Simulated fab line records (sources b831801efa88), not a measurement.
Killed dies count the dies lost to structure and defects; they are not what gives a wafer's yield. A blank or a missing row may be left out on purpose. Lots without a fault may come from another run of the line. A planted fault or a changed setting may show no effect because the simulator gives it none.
Code-filled problem report in 8D (eight disciplines) form || flow sky130 || the parts of the form that need people (team, actions taken, sign-off) are left out

== 1. THE PROBLEM ==
Wafers without a fault read 30.000 mTorr, standard deviation 0.025; chamberPressureMTorr at SKY_LOCAL_INTERCONNECT_ETCH_13 reads a mean of 24.023 mTorr on 4 wafers belonging to 2 lots. That is -99 or more standard deviations from the usual mean.
The step: etches BARC in N2/H2, stops on SiO2, time 45.9 s, target depth 60 nm.
The first sign was on wafer L937.3 at day 32 11:24, on rieMetal-01. The record has a number at this step for 36 wafers belonging to 12 lots. Rule for "out" (also "out of limits"): further than 4 standard deviations from the usual mean. Any other wafer with a number is counted as sound.

== 2. WHAT IT IS, WHAT IT ISN'T ==
{"question": "which readings at this step", "is": "chamberPressureMTorr", "is not": "drypumpMotorCurrentA, oesProductAu"}
{"question": "which lots", "is": "L937, L940", "is not": "L932, L933, L944, L946, L948, L949, L950, L951, L952, L954"}
{"question": "which wafers of those lots", "is": "L937.3, L937.5, L940.3, L940.5", "is not": "L937.4, L940.6"}
{"question": "read on which tools", "is": "rieMetal-01", "is not": "rieMetal-04"}
{"question": "when", "is": "from day 32 11:24", "is not": "up to then (7 sound wafers); but 25 sound wafers of L940, L944, L946, L948, L949, L950, L951, L952, L954 came after"}

== 3. THE SUSPECTS, EACH WITH WHAT RULES IT OUT ==
Counting: a tool at a process step up to the reading stays a suspect if it ran every lot that is out. Sound lots after the first of them don't rule it out here, since some wafers of a struck lot are sound.
- rieMetal-01 at SKY_LOCAL_INTERCONNECT_ETCH_13 (etches BARC in N2/H2, stops on SiO2, time 45.9 s, target depth 60 nm): kept. Every lot that is out went through it, the first being L937 (day 32 11:24); the last sound lot it ran before that was L932 (day 30 20:03). Out on those wafers are its own readings of chamberPressureMTorr.
- Within rieMetal-01 at SKY_LOCAL_INTERCONNECT_ETCH_13: the wafers that are out ran in chamber 1; their sound lot-mates ran in chamber 0.
Remaining after the count: rieMetal-01 at SKY_LOCAL_INTERCONNECT_ETCH_13.

== 4. THE CAUSE (what the simulator had put in) ==
rieMetal-01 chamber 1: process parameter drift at SKY_LOCAL_INTERCONNECT_ETCH_13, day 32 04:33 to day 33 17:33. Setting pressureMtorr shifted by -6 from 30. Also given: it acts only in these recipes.
This tool alone remained once counting was done.

== 5. THE CHAIN OF EFFECTS, in route order ==
Each row: a reading where the mean over the struck wafers with a number is more than 3 standard deviations away from the usual. Readings are gone through only where the record gives a usual standard deviation; hours: the median, over the lots, of the time from a lot's start at the first step in this table giving one to that lot's start at this step; sigmas: the change measured in usual standard deviations.
{"hours": 0, "step": "SKY_LOCAL_INTERCONNECT_ETCH_13", "reading": "chamberPressureMTorr", "usual": "30.000 mTorr", "on struck wafers": 24.023, "change": -5.977, "sigmas": "-99 or more"}
Here are the process steps it includes:
- SKY_LOCAL_INTERCONNECT_ETCH_13: etches BARC in N2/H2, stops on SiO2, time 45.9 s, target depth 60 nm.
Later measuring or inspecting steps at which every struck wafer that the step has a row for has a number for every such reading, and none has moved that far: SKY_CONTACT_THK_MEAS_26.

== 6. WHAT WOULD HAVE CAUGHT IT SOONER ==
First out-of-limits reading in this record: day 32 11:24, which is 7 hours after fault onset at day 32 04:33.
